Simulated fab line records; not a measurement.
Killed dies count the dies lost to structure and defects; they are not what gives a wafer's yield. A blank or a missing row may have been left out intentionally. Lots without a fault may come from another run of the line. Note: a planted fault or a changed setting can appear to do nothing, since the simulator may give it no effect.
fab line records ; flow sky130
record lots=11; wafers=33; last_day=50
route steps=708 shown SONOS_ONO@183 LDD_HVN@274 CONTACT@431 METAL1@454
lots that met no fault: from a run of the same line without faults
start_h: hours from the record's first day to the start of the lot's first wafer shown ; wait_h: time in hours since the lot's previous step ; " identical to the entry in the row above ; L1.1+2: one row covering several wafers at once ; - no value, or no start was given ; * or withheld: withheld ; < > ~ a bound
route shown NAME@n: a module of which the file shows steps, and the number in the route of the first ; usual: mean/standard deviation of fault-free wafers ; same: alike in all rows ; chamber/n: place in a boat ; sites: the reading at each site ; _std_site: standard deviation of those values ; _edge_site: inner sites' mean taken away from outer sites' mean ; radius_mm: how far each site lies from the wafer's centre ; mask NAME#n: copy n ; behind: the tool/chamber that last shaped the wafer ; hold: cause of the lot's hold/its duration in hours/its outcome ; device: whichever transistor did not switch (one of n, p or np) ; end of line: the tests these same wafers got at the end of their route ; for a step that has no rows: nothing shown but its recipe ; killed: dies lost to structure and defects at the first sort, not the wafer's yield ; map: the dies of a wafer, with x for killed, . for not killed, _ for no die there
set.NAME: the setting that was run; set.NAME@STEP: the one run at that earlier step ; model.NAME: the simulator's own value behind a step, which no gauge read
the route's steps for a sample of lots (tables are steps, rows are wafers)
services: a tool's chamber out of use, with start hour (start_h, from the record's first day; less than 0 if before it), hours out, and reason
## steps
# step SKY_SONOS_ONO_ETCH_15
# recipe target_depth_nm=19.52; chemistry=CHF3/O2; source_w=600; bias_w=200; pressure_mtorr=40; chf3_flow_sccm=50; O2_flow_sccm=5; time_s=7.8
# usual chamber_pressure_mTorr=40.00/0.036; chf3_flow_sccm=49.99/0.15; drypump_motor_current_A=5.8/0.47; oes_product_au=0.998/0.01; throttle_valve_pct=8.825/0.0089
lot.wafer;tool;chamber;start_h;wait_h;chamber_pressure_mTorr;chf3_flow_sccm;drypump_motor_current_A;oes_product_au;rf_hours_counter_h;throttle_valve_pct
L652.1;rie_diel-03;3;291.11;0.0;39.97;49.90;5.9;1.009;5;8.809
L652.4;rie_diel-03;0;291.11;0.0;39.98;49.90;5.7;0.990;109;8.823
L652.5;rie_diel-03;2;291.11;0.0;40.05;49.71;6.0;0.971;-;8.824
L654.3;rie_diel-02;3;331.68;0.0;40.03;50.14;5.2;1.003;20;8.822
L654.4;rie_diel-02;0;331.68;0.0;40.02;49.79;5.1;0.986;5;8.826
L654.5;rie_diel-02;3;331.68;0.0;40.01;50.06;5.2;1.005;-;8.825
L655.2;rie_diel-01;3;331.92;0.0;39.99;50.05;5.1;0.991;17;8.829
L655.5;rie_diel-01;3;331.92;0.0;40.04;49.84;5.1;0.993;-;8.821
L655.6;rie_diel-01;2;331.92;0.0;40.05;49.88;5.9;0.998;-;8.809
L656.1;rie_diel-03;3;334.28;0.0;40.04;49.90;5.9;1.003;5;8.816
L656.2;rie_diel-03;2;334.28;0.0;40.03;50.13;6.0;0.984;6;8.824
L656.6;rie_diel-03;2;334.28;0.0;39.98;50.18;6.0;0.982;-;8.832
L660.4;rie_diel-03;2;353.62;0.0;40.02;49.99;6.0;0.974;7;8.814
L660.5;rie_diel-03;2;353.62;0.0;40.00;49.91;6.0;0.983;-;8.817
L660.6;rie_diel-03;3;353.62;0.0;40.01;50.08;5.9;1.017;-;8.831
L662.2;rie_diel-01;0;369.48;0.0;39.97;49.83;6.6;0.994;26;8.827
L662.3;rie_diel-01;2;369.48;0.0;40.03;49.98;5.9;0.995;106;8.815
L662.5;rie_diel-01;2;369.48;0.0;40.00;50.13;5.9;1.016;-;8.844
L668.1;rie_diel-03;3;407.32;0.0;40.05;49.93;5.9;1.016;7;8.832
L668.5;rie_diel-03;1;407.32;0.0;39.99;50.20;6.3;1.007;-;8.824
L668.6;rie_diel-03;2;407.32;0.0;39.98;50.03;6.0;0.987;-;8.825
L670.2;rie_diel-02;0;427.78;0.0;40.02;49.95;5.1;0.991;7;8.824
L670.3;rie_diel-02;3;427.78;0.0;40.04;49.95;5.1;1.001;21;8.821
L670.6;rie_diel-02;0;427.78;0.0;40.04;49.84;5.1;0.985;-;8.825
L672.2;rie_diel-01;0;449.96;0.0;40.00;49.84;6.6;0.995;27;8.829
L672.4;rie_diel-01;1;449.96;0.0;39.98;49.95;6.0;1.010;47;8.838
L672.6;rie_diel-01;1;449.96;0.0;40.03;49.92;6.0;1.006;-;8.820
L673.3;rie_diel-03;3;453.00;0.0;40.01;49.94;5.9;1.012;8;8.829
L673.5;rie_diel-03;0;453.00;0.0;40.03;49.84;5.7;1.009;-;8.819
L673.6;rie_diel-03;1;453.00;0.0;39.97;50.02;6.3;1.010;-;8.839
L674.1;rie_diel-01;3;461.26;0.0;39.94;49.77;5.1;0.991;19;8.824
L674.3;rie_diel-01;2;461.26;0.0;39.93;50.10;5.9;0.991;1;8.828
L674.5;rie_diel-01;0;461.26;0.0;40.05;49.98;6.6;1.001;-;8.831
# step SKY_SONOS_ONO_STRIP_17
# recipe chemistry=O2/N2; power_w=1400; pressure_mtorr=1500; platen_temp_c=withheld; o2_flow_sccm=3000; n2_flow_sccm=300; overash_fraction=0.5
# usual chamber_pressure_mTorr=1500.0/1.5; drypump_motor_current_A=5.8/0.45; o2_flow_sccm=3001/9.2; oes_product_au=0.710/0.0047; strip_time_to_endpoint_s=14.11/0.049
lot.wafer;tool;chamber;start_h;wait_h;chamber_pressure_mTorr;drypump_motor_current_A;o2_flow_sccm;oes_product_au;rf_hours_counter_h;strip_time_to_endpoint_s
L652.1;plasma_asher-03;1;291.21;0.0;1498.7;5.8;3003;0.707;57;14.17
L652.4;plasma_asher-03;0;291.21;0.0;1500.8;6.2;3012;0.711;-;14.12
L652.5;plasma_asher-03;0;291.21;0.0;1501.3;6.2;3006;0.706;-;14.17
L654.3;plasma_asher-03;0;331.82;0.0;1500.8;6.2;3001;0.705;-;14.04
L654.4;plasma_asher-03;1;331.82;0.0;1498.0;5.8;3002;0.708;-;14.06
L654.5;plasma_asher-03;1;331.82;0.0;1501.0;5.8;3001;0.706;-;14.10
L655.2;plasma_asher-04;1;332.02;0.0;1499.4;5.0;3000;0.710;51;14.05
L655.5;plasma_asher-04;0;332.02;0.0;1500.2;6.7;2994;0.716;-;14.05
L655.6;plasma_asher-04;1;332.02;0.0;1500.7;5.0;3012;0.709;-;14.07
L656.1;plasma_asher-03;0;334.39;0.0;1498.3;6.1;2997;0.707;61;14.07
L656.2;plasma_asher-03;1;334.39;0.0;1500.1;5.8;2997;0.715;61;14.06
L656.6;plasma_asher-03;1;334.39;0.0;1498.7;5.8;3002;0.709;-;14.07
L660.4;plasma_asher-01;0;353.76;0.0;1500.8;6.0;2997;0.706;-;14.15
L660.5;plasma_asher-01;0;353.76;0.0;1499.3;6.0;3013;0.702;-;14.14
L660.6;plasma_asher-01;1;353.76;0.0;1499.0;5.3;2984;0.712;-;14.16
L662.2;plasma_asher-03;1;369.59;0.0;1500.2;5.8;3003;0.711;66;14.10
L662.3;plasma_asher-03;0;369.59;0.0;1502.1;6.1;2998;0.706;-;14.23
L662.5;plasma_asher-03;1;369.59;0.0;1498.3;5.7;3015;0.707;-;14.25
L668.1;plasma_asher-01;1;407.44;0.0;1498.0;5.4;3000;0.711;30;14.12
L668.5;plasma_asher-01;1;407.44;0.0;1499.0;5.4;3002;0.706;-;14.09
L668.6;plasma_asher-01;0;407.44;0.0;1499.9;6.0;2989;0.705;-;14.02
L670.2;plasma_asher-03;0;427.89;0.0;1500.4;6.2;3002;0.709;73;14.15
L670.3;plasma_asher-03;1;427.89;0.0;1501.2;5.8;3010;0.699;-;14.12
L670.6;plasma_asher-03;1;427.89;0.0;1501.0;5.8;3012;0.712;-;14.11
L672.2;plasma_asher-04;1;450.06;0.0;1501.4;5.0;2998;0.721;59;14.12
L672.4;plasma_asher-04;1;450.06;0.0;1502.0;5.0;3005;0.707;-;14.04
L672.6;plasma_asher-04;0;450.06;0.0;1500.0;6.7;2998;0.715;-;14.10
L673.3;plasma_asher-01;1;453.14;0.0;1499.2;5.3;2987;0.700;-;14.11
L673.5;plasma_asher-01;0;453.14;0.0;1498.8;6.0;2984;0.703;-;14.09
L673.6;plasma_asher-01;1;453.14;0.0;1500.3;5.3;3010;0.713;-;14.04
L674.1;plasma_asher-04;0;461.36;0.0;1502.1;6.7;3005;0.713;60;14.17
L674.3;plasma_asher-04;1;461.36;0.0;1501.0;5.0;2993;0.699;-;14.18
L674.5;plasma_asher-04;1;461.36;0.0;1501.2;5.0;3002;0.708;-;14.20
# step SKY_LDD_HVN_OVL_MEAS_07
# usual LDD_HVN_OVL=1.1/1.3
lot.wafer;tool;chamber;start_h;wait_h;LDD_HVN_OVL[nm]
L652.1;overlay-01;-;469.97;0.1;-0.8
L652.4;overlay-01;-;469.97;0.1;-0.2
L652.5;overlay-01;-;469.97;0.1;1.0
L655.2;overlay-01;-;519.13;0.1;2.6
L655.5;overlay-01;-;519.13;0.1;3.6
L655.6;overlay-01;-;519.13;0.1;2.1
L656.1;overlay-01;-;520.37;0.1;1.2
L656.2;overlay-01;-;520.37;0.1;1.4
L656.6;overlay-01;-;520.37;0.1;0.6
L654.3;overlay-01;-;520.76;0.1;2.4
L654.4;overlay-01;-;520.76;0.1;1.9
L654.5;overlay-01;-;520.76;0.1;1.1
L660.4;overlay-01;-;548.54;0.1;-1.0
L660.5;overlay-01;-;548.54;0.1;2.0
L660.6;overlay-01;-;548.54;0.1;0.8
L662.2;overlay-02;-;572.53;0.1;3.0
L662.3;overlay-02;-;572.53;0.1;2.3
L662.5;overlay-02;-;572.53;0.1;2.5
L668.1;overlay-02;-;589.27;0.1;0.7
L668.5;overlay-02;-;589.27;0.1;0.6
L668.6;overlay-02;-;589.27;0.1;0.1
L670.2;overlay-01;-;631.96;0.1;-0.1
L670.3;overlay-01;-;631.96;0.1;1.8
L670.6;overlay-01;-;631.96;0.1;3.4
L673.3;overlay-01;-;641.93;0.1;-0.1
L673.5;overlay-01;-;641.93;0.1;1.0
L673.6;overlay-01;-;641.93;0.1;1.5
L672.2;overlay-02;-;642.21;0.1;1.3
L672.4;overlay-02;-;642.21;0.1;-0.9
L672.6;overlay-02;-;642.21;0.1;-1.4
L674.1;overlay-01;-;643.60;0.1;0.0
L674.3;overlay-01;-;643.60;0.1;0.1
L674.5;overlay-01;-;643.60;0.1;0.4
# step SKY_CONTACT_RS_MEAS_25
# recipe thk_meas_gauge=four-point-probe; reads=W_of_CONTACT_CVD_24+TiN_of_CONTACT_SPUTTER_23
# usual CONTACT_W_RS=0.339/0.0053
lot.wafer;tool;chamber;start_h;wait_h;CONTACT_W_RS[ohm/sq]
L652.1;film_metro-02;-;741.02;0.1;0.343
L652.4;film_metro-02;-;741.02;0.1;0.344
L652.5;film_metro-02;-;741.02;0.1;0.338
L655.2;film_metro-04;-;782.93;0.1;0.335
L655.5;film_metro-04;-;782.93;0.1;0.336
L655.6;film_metro-04;-;782.93;0.1;0.342
L656.1;film_metro-01;-;783.52;0.1;0.339
L656.2;film_metro-01;-;783.52;0.1;0.343
L656.6;film_metro-01;-;783.52;0.1;0.337
L654.3;film_metro-04;-;783.89;0.1;0.334
L654.4;film_metro-04;-;783.89;0.1;0.343
L654.5;film_metro-04;-;783.89;0.1;0.331
L660.4;film_metro-02;-;808.58;0.1;0.334
L660.5;film_metro-02;-;808.58;0.1;0.329
L660.6;film_metro-02;-;808.58;0.1;0.340
L662.2;film_metro-01;-;825.29;0.1;0.334
L662.3;film_metro-01;-;825.29;0.1;0.335
L662.5;film_metro-01;-;825.29;0.1;0.337
L668.1;film_metro-04;-;842.82;0.1;0.351
L668.5;film_metro-04;-;842.82;0.1;0.346
L668.6;film_metro-04;-;842.82;0.1;0.344
L670.2;film_metro-01;-;878.67;0.1;0.345
L670.3;film_metro-01;-;878.67;0.1;0.342
L670.6;film_metro-01;-;878.67;0.1;0.346
L672.2;film_metro-01;-;892.64;0.1;0.342
L672.4;film_metro-01;-;892.64;0.1;0.340
L672.6;film_metro-01;-;892.64;0.1;0.338
L673.3;film_metro-02;-;892.74;0.1;0.344
L673.5;film_metro-02;-;892.74;0.1;0.341
L673.6;film_metro-02;-;892.74;0.1;0.339
L674.1;film_metro-01;-;894.87;0.1;0.341
L674.3;film_metro-01;-;894.87;0.1;0.339
L674.5;film_metro-01;-;894.87;0.1;0.343
# step SKY_METAL1_STRIP_20
# recipe chemistry=O2/N2; power_w=1400; pressure_mtorr=1500; platen_temp_c=withheld; o2_flow_sccm=3000; n2_flow_sccm=300; overash_fraction=0.5
# usual chamber_pressure_mTorr=1500.1/1.2; drypump_motor_current_A=5.8/0.47; o2_flow_sccm=3000/9; oes_product_au=0.343/0.0049; strip_time_to_endpoint_s=2.70/0.032
lot.wafer;tool;chamber;start_h;wait_h;chamber_pressure_mTorr;drypump_motor_current_A;o2_flow_sccm;oes_product_au;rf_hours_counter_h;strip_time_to_endpoint_s
L652.1;plasma_asher-03;1;767.14;0.1;1500.1;5.8;3005;0.347;2;2.69
L652.4;plasma_asher-03;1;767.14;0.1;1499.7;5.8;2994;0.343;-;2.68
L652.5;plasma_asher-03;0;767.14;0.1;1500.8;6.1;3005;0.344;-;2.67
L655.2;plasma_asher-01;0;809.86;0.1;1498.7;5.9;2998;0.338;72;2.73
L655.5;plasma_asher-01;0;809.86;0.1;1500.0;6.0;2999;0.343;-;2.68
L655.6;plasma_asher-01;1;809.86;0.1;1499.9;5.3;2998;0.340;-;2.74
L656.1;plasma_asher-03;0;810.84;0.1;1501.3;6.2;3006;0.339;6;2.72
L656.2;plasma_asher-03;1;810.84;0.1;1502.1;5.7;2999;0.343;6;2.68
L656.6;plasma_asher-03;0;810.84;0.1;1501.3;6.1;3006;0.346;-;2.73
L654.3;plasma_asher-01;1;811.79;0.1;1500.5;5.3;3000;0.343;-;2.71
L654.4;plasma_asher-01;0;811.79;0.1;1500.5;6.0;2984;0.336;-;2.70
L654.5;plasma_asher-01;1;811.79;0.1;1500.6;5.3;3003;0.345;-;2.73
L660.4;plasma_asher-03;1;835.70;0.1;1501.4;5.8;2998;0.352;-;2.74
L660.5;plasma_asher-03;1;835.70;0.1;1500.2;5.8;2982;0.348;-;2.69
L660.6;plasma_asher-03;0;835.70;0.1;1498.2;6.1;2995;0.339;-;2.72
L662.2;plasma_asher-01;1;852.16;0.1;1500.4;5.3;3001;0.338;77;2.73
L662.3;plasma_asher-01;1;852.16;0.1;1501.1;5.3;2998;0.348;-;2.74
L662.5;plasma_asher-01;0;852.16;0.1;1498.9;5.9;3002;0.346;-;2.74
L668.1;plasma_asher-03;1;869.63;0.1;1499.4;5.8;3016;0.346;11;2.75
L668.5;plasma_asher-03;1;869.63;0.1;1501.2;5.8;3003;0.339;-;2.72
L668.6;plasma_asher-03;0;869.63;0.1;1499.4;6.2;3013;0.344;-;2.73
L670.2;plasma_asher-01;0;905.07;0.2;1499.8;6.0;3006;0.350;82;2.71
L670.3;plasma_asher-01;1;905.07;0.2;1501.7;5.4;2986;0.342;-;2.74
L670.6;plasma_asher-01;0;905.07;0.2;1502.1;6.0;2992;0.339;-;2.71
L672.2;plasma_asher-03;0;918.82;0.1;1499.5;6.1;3001;0.358;16;2.78
L672.4;plasma_asher-03;1;918.82;0.1;1502.1;5.8;2995;0.339;-;2.69
L672.6;plasma_asher-03;0;918.82;0.1;1498.2;6.1;3005;0.339;-;2.75
L673.3;plasma_asher-03;1;919.85;0.1;1499.9;5.8;3001;0.347;-;2.70
L673.5;plasma_asher-03;0;919.85;0.1;1499.9;6.1;3013;0.338;-;2.69
L673.6;plasma_asher-03;1;919.85;0.1;1499.5;5.8;2996;0.341;-;2.70
L674.1;plasma_asher-04;1;920.74;0.1;1497.0;5.0;3010;0.350;105;2.72
L674.3;plasma_asher-04;1;920.74;0.1;1498.7;5.0;3009;0.343;-;2.69
L674.5;plasma_asher-04;1;920.74;0.1;1496.6;5.0;3005;0.343;-;2.71
## services
tool;chamber;start_h;hours;kind
rie_diel-03;3;279.91;4.3;repair
plasma_asher-01;-;310.17;1.4;repair
plasma_asher-03;-;339.92;1.3;repair
plasma_asher-01;-;357.12;2.0;repair
plasma_asher-01;-;365.28;0.6;repair
plasma_asher-03;-;387.40;5.2;repair
plasma_asher-03;-;464.08;0.7;repair
rie_diel-03;0;478.36;5.5;repair
plasma_asher-01;-;486.39;2.0;repair
rie_diel-03;2;493.57;4.8;repair
rie_diel-03;2;542.87;4.1;repair
rie_diel-03;2;579.69;1.7;repair
rie_diel-03;1;619.32;4.1;repair
rie_diel-03;3;632.03;3.8;repair
plasma_asher-03;-;636.09;7.9;repair
plasma_asher-01;-;668.11;0.7;repair
plasma_asher-03;-;676.62;2.8;repair
plasma_asher-01;-;680.71;4.0;repair
rie_diel-03;0;694.69;17.0;repair
plasma_asher-03;-;733.75;9.0;pm
plasma_asher-03;-;762.16;1.0;repair
plasma_asher-03;-;813.58;10.0;pm
plasma_asher-01;-;867.36;0.5;repair
plasma_asher-01;-;887.87;1.1;repair
## key
first_sign step=SKY_SONOS_ONO_STRIP_17; reading=strip_time_to_endpoint_s; direction=up; sigmas=2.7; usual=*; struck=*
effect none on later readings
met_at SKY_SONOS_ONO_ETCH_15
struck_lots L662
struck_wafers L662.3,L662.5
tester_left_out L662
not_acting_at SKY_LDD_HVN_OVL_MEAS_07,SKY_CONTACT_RS_MEAS_25,SKY_METAL1_STRIP_20
onset_between 331.92 369.48
fault kind=process_parameter_drift; tool=rie_diel-01; chamber=-; onset_h=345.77; steps=SKY_SONOS_ONO_ETCH_15; channel=time_s; offset=*; shape=step; end_h=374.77; scope=struck_wafers_only; acts_in=*; stated=*
# tester_left_out: of these lots the tester's yield and bins aren't shown, on N5 and GAA mostly nor the transistor test; their killed dies are dies lost to structure and defects alone, not to doping, threshold or leakage, so they don't give the yield
